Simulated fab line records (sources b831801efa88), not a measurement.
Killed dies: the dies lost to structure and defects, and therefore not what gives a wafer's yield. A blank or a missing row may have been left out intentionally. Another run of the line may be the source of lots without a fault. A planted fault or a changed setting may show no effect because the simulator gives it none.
What tool caused it? / flow gf180mcu / 13 lots, 39 wafers sampled, at 4 steps of a route of 602

WHAT EACH GAUGE READ, for each wafer
GF_VT_IMPLANT_OVL_MEAS_18. Usual: VT_IMPLANT_01_OVL 0.2 nm, standard deviation 1.4.
lot=L101; measured=day 6 04:32; on=overlay-02; VT_IMPLANT_01_OVL (nm)=1.4 1.1 2.5; flag=
lot=L102; measured=day 6 10:56; on=overlay-02; VT_IMPLANT_01_OVL (nm)=1.7 0.2 2.7; flag=
lot=L104; measured=day 7 00:52; on=overlay-01; VT_IMPLANT_01_OVL (nm)=1.8 1.0 1.3; flag=
lot=L105; measured=day 7 04:41; on=overlay-01; VT_IMPLANT_01_OVL (nm)=-0.5 -1.0 1.0; flag=
lot=L106; measured=day 7 13:00; on=overlay-01; VT_IMPLANT_01_OVL (nm)=-0.4 2.4 1.3; flag=
lot=L107; measured=day 7 18:15; on=overlay-01; VT_IMPLANT_01_OVL (nm)=0.2 1.1 -1.2; flag=
lot=L108; measured=day 8 01:05; on=overlay-01; VT_IMPLANT_01_OVL (nm)=-1.2 -0.9 -0.2; flag=
lot=L109; measured=day 8 06:41; on=overlay-01; VT_IMPLANT_01_OVL (nm)=1.0 -0.9 -0.9; flag=
lot=L110; measured=day 8 17:38; on=overlay-01; VT_IMPLANT_01_OVL (nm)=0.3 -0.5 1.2; flag=
lot=L113; measured=day 9 09:26; on=overlay-01; VT_IMPLANT_01_OVL (nm)=-1.6 0.3 -0.1; flag=
lot=L118; measured=day 10 17:26; on=overlay-02; VT_IMPLANT_01_OVL (nm)=0.3 0.8 0.5; flag=
lot=L119; measured=day 11 02:33; on=overlay-02; VT_IMPLANT_01_OVL (nm)=-1.3 -0.4 0.3; flag=
lot=L123; measured=day 12 02:57; on=overlay-02; VT_IMPLANT_01_OVL (nm)=-0.5 -1.0 -2.3; flag=

GF_HV_LDD_CD_MEAS_46: target cd 400 nm. Usual: cdNm reads 400.3 nm (standard deviation 2.4).
lot=L101; measured=day 12 09:20; on=cdSem-01; cdNm (nm)=401.5 401.4 400.3; flag=
lot=L102; measured=day 12 14:15; on=cdSem-01; cdNm (nm)=399.0 401.4 398.1; flag=
lot=L104; measured=day 13 07:49; on=cdSem-01; cdNm (nm)=403.8 401.5 401.6; flag=
lot=L105; measured=day 13 12:48; on=cdSem-01; cdNm (nm)=401.3 399.1 400.3; flag=
lot=L106; measured=day 14 02:17; on=cdSem-01; cdNm (nm)=398.6 399.6 396.7; flag=
lot=L107; measured=day 14 03:32; on=cdSem-02; cdNm (nm)=402.1 401.5 401.9; flag=
lot=L108; measured=day 14 16:32; on=cdSem-01; cdNm (nm)=398.6 398.7 398.9; flag=
lot=L109; measured=day 15 00:16; on=cdSem-02; cdNm (nm)=404.6 404.3 405.1; flag=
lot=L110; measured=day 15 12:26; on=cdSem-01; cdNm (nm)=401.8 403.3 400.5; flag=
lot=L113; measured=day 16 09:40; on=cdSem-02; cdNm (nm)=400.8 398.6 401.3; flag=
lot=L118; measured=day 18 01:40; on=cdSem-01; cdNm (nm)=402.2 402.0 401.7; flag=
lot=L119; measured=day 18 12:02; on=cdSem-02; cdNm (nm)=405.1 407.6 404.5; flag=
lot=L123; measured=day 19 18:35; on=cdSem-02; cdNm (nm)=398.0 398.9 398.6; flag=

WHICH TOOL RAN EACH LOT (tool, then ch and the chambers of the sampled wafers, then the start)
lot=L101; GF_MVSD_COAT_02=lithoTrack-02 ch 0, day 4 02:48; GF_MVSD_STRIP_10=plasmaAsher-03 ch 0,1, day 4 10:01
lot=L102; GF_MVSD_COAT_02=lithoTrack-02 ch 0, day 4 07:33; GF_MVSD_STRIP_10=plasmaAsher-02 ch 0,1, day 4 15:22
lot=L104; GF_MVSD_COAT_02=lithoTrack-02 ch 0, day 4 20:49; GF_MVSD_STRIP_10=plasmaAsher-03 ch 0,1, day 5 04:34
lot=L105; GF_MVSD_COAT_02=lithoTrack-04 ch 0, day 5 00:46; GF_MVSD_STRIP_10=plasmaAsher-04 ch 0,1, day 5 08:07
lot=L106; GF_MVSD_COAT_02=lithoTrack-04 ch 0, day 5 07:55; GF_MVSD_STRIP_10=plasmaAsher-04 ch 0,1, day 5 15:42
lot=L107; GF_MVSD_COAT_02=lithoTrack-03 ch 0, day 5 12:27; GF_MVSD_STRIP_10=plasmaAsher-02 ch 0,1, day 5 20:35
lot=L108; GF_MVSD_COAT_02=lithoTrack-02 ch 0, day 5 18:48; GF_MVSD_STRIP_10=plasmaAsher-02 ch 0,1, day 6 02:34
lot=L109; GF_MVSD_COAT_02=lithoTrack-02 ch 0, day 6 00:01; GF_MVSD_STRIP_10=plasmaAsher-02 ch 0,1, day 6 07:49
lot=L110; GF_MVSD_COAT_02=lithoTrack-02 ch 0, day 6 08:19; GF_MVSD_STRIP_10=plasmaAsher-02 ch 0, day 6 16:46
lot=L113; GF_MVSD_COAT_02=lithoTrack-02 ch 0, day 6 23:28; GF_MVSD_STRIP_10=plasmaAsher-02 ch 0,1, day 7 08:28
lot=L118; GF_MVSD_COAT_02=lithoTrack-03 ch 0, day 8 03:34; GF_MVSD_STRIP_10=plasmaAsher-03 ch 0,1, day 8 12:01
lot=L119; GF_MVSD_COAT_02=lithoTrack-04 ch 0, day 8 11:28; GF_MVSD_STRIP_10=plasmaAsher-04 ch 0,1, day 8 20:23
lot=L123; GF_MVSD_COAT_02=lithoTrack-03 ch 0, day 9 10:03; GF_MVSD_STRIP_10=plasmaAsher-02 ch 0,1, day 9 19:08
- GF_MVSD_COAT_02: resist thk 3000 nm.
- GF_MVSD_STRIP_10: strips in O2/N2.

WHAT THE TOOLS THEMSELVES READ (means of the sampled wafers that have a number; where no wafer has one, the mark that the record gives instead)
GF_MVSD_COAT_02. Usual: chillPlateTempC reads 23.01 C (standard deviation 0.11).
lot=L101; tool=lithoTrack-02; chillPlateTempC (C)=23.05; flag=
lot=L102; tool=lithoTrack-02; chillPlateTempC (C)=22.99; flag=
lot=L104; tool=lithoTrack-02; chillPlateTempC (C)=22.96; flag=
lot=L105; tool=lithoTrack-04; chillPlateTempC (C)=22.96; flag=
lot=L106; tool=lithoTrack-04; chillPlateTempC (C)=23.03; flag=
lot=L107; tool=lithoTrack-03; chillPlateTempC (C)=23.09; flag=
lot=L108; tool=lithoTrack-02; chillPlateTempC (C)=23.05; flag=
lot=L109; tool=lithoTrack-02; chillPlateTempC (C)=23.06; flag=
lot=L110; tool=lithoTrack-02; chillPlateTempC (C)=22.99; flag=
lot=L113; tool=lithoTrack-02; chillPlateTempC (C)=23.07; flag=
lot=L118; tool=lithoTrack-03; chillPlateTempC (C)=23.16; flag=
lot=L119; tool=lithoTrack-04; chillPlateTempC (C)=22.92; flag=
lot=L123; tool=lithoTrack-03; chillPlateTempC (C)=23.00; flag=

GF_MVSD_STRIP_10. Usual: drypumpMotorCurrentA 5.9 A, standard deviation 0.45; heaterPowerW 358 W, standard deviation 36; oesProductAu 0.723 a.u., standard deviation 0.0041; stripTimeToEndpointS 37.03 s, standard deviation 0.086.
lot=L101; tool=plasmaAsher-03; drypumpMotorCurrentA (A)=6.6; heaterPowerW (W)=368; oesProductAu (a.u.)=0.721; stripTimeToEndpointS (s)=37.05; flag=
lot=L102; tool=plasmaAsher-02; drypumpMotorCurrentA (A)=5.6; heaterPowerW (W)=360; oesProductAu (a.u.)=0.719; stripTimeToEndpointS (s)=37.05; flag=
lot=L104; tool=plasmaAsher-03; drypumpMotorCurrentA (A)=6.6; heaterPowerW (W)=373; oesProductAu (a.u.)=0.722; stripTimeToEndpointS (s)=37.09; flag=
lot=L105; tool=plasmaAsher-04; drypumpMotorCurrentA (A)=5.8; heaterPowerW (W)=341; oesProductAu (a.u.)=0.723; stripTimeToEndpointS (s)=36.98; flag=
lot=L106; tool=plasmaAsher-04; drypumpMotorCurrentA (A)=5.8; heaterPowerW (W)=346; oesProductAu (a.u.)=0.727; stripTimeToEndpointS (s)=37.12; flag=
lot=L107; tool=plasmaAsher-02; drypumpMotorCurrentA (A)=5.6; heaterPowerW (W)=360; oesProductAu (a.u.)=0.718; stripTimeToEndpointS (s)=37.00; flag=
lot=L108; tool=plasmaAsher-02; drypumpMotorCurrentA (A)=5.6; heaterPowerW (W)=386; oesProductAu (a.u.)=0.725; stripTimeToEndpointS (s)=37.07; flag=
lot=L109; tool=plasmaAsher-02; drypumpMotorCurrentA (A)=5.6; heaterPowerW (W)=359; oesProductAu (a.u.)=0.723; stripTimeToEndpointS (s)=37.08; flag=
lot=L110; tool=plasmaAsher-02; drypumpMotorCurrentA (A)=5.6; heaterPowerW (W)=337; oesProductAu (a.u.)=0.717; stripTimeToEndpointS (s)=13.85; flag=OFF
lot=L113; tool=plasmaAsher-02; drypumpMotorCurrentA (A)=5.6; heaterPowerW (W)=386; oesProductAu (a.u.)=0.715; stripTimeToEndpointS (s)=13.87; flag=OFF
lot=L118; tool=plasmaAsher-03; drypumpMotorCurrentA (A)=6.6; heaterPowerW (W)=366; oesProductAu (a.u.)=0.726; stripTimeToEndpointS (s)=37.03; flag=
lot=L119; tool=plasmaAsher-04; drypumpMotorCurrentA (A)=5.8; heaterPowerW (W)=342; oesProductAu (a.u.)=0.724; stripTimeToEndpointS (s)=37.01; flag=
lot=L123; tool=plasmaAsher-02; drypumpMotorCurrentA (A)=5.6; heaterPowerW (W)=359; oesProductAu (a.u.)=0.720; stripTimeToEndpointS (s)=37.00; flag=

THE ANSWER, worked out from the rows above alone
Rule: a lot counts as off when the mean over its wafers that have a number is more than 3 standard deviations away from the usual mean. A lot without any number at a reading at which 4 lots or more have one is off too. Where the step has rows for the other lots, those lots are counted as sound. First the gauges in route order, then the tools' own readings, where a lot's mean is used as printed above. The first step at which some lot is off is used, and at that step the reading that is off furthest; a lot without a number counts as furthest.
Off at GF_MVSD_STRIP_10 (stripTimeToEndpointS): L110, L113.
A tool fits if, at that step or a process step before it, it ran every lot that is off, and no sound lot after the first of them. One fits: lithoTrack-02 at GF_MVSD_COAT_02. Its last sound lot is L109 (day 6 00:01), its first lot that is off L110 (day 6 08:19): a fault that began between those two fits.

WHAT WAS PUT IN BY THE SIMULATOR
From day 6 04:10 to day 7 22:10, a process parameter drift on lithoTrack-02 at GF_MVSD_COAT_02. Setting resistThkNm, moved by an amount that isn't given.
Struck lots among those shown: L110, L113. The rule given above showed the same thing.
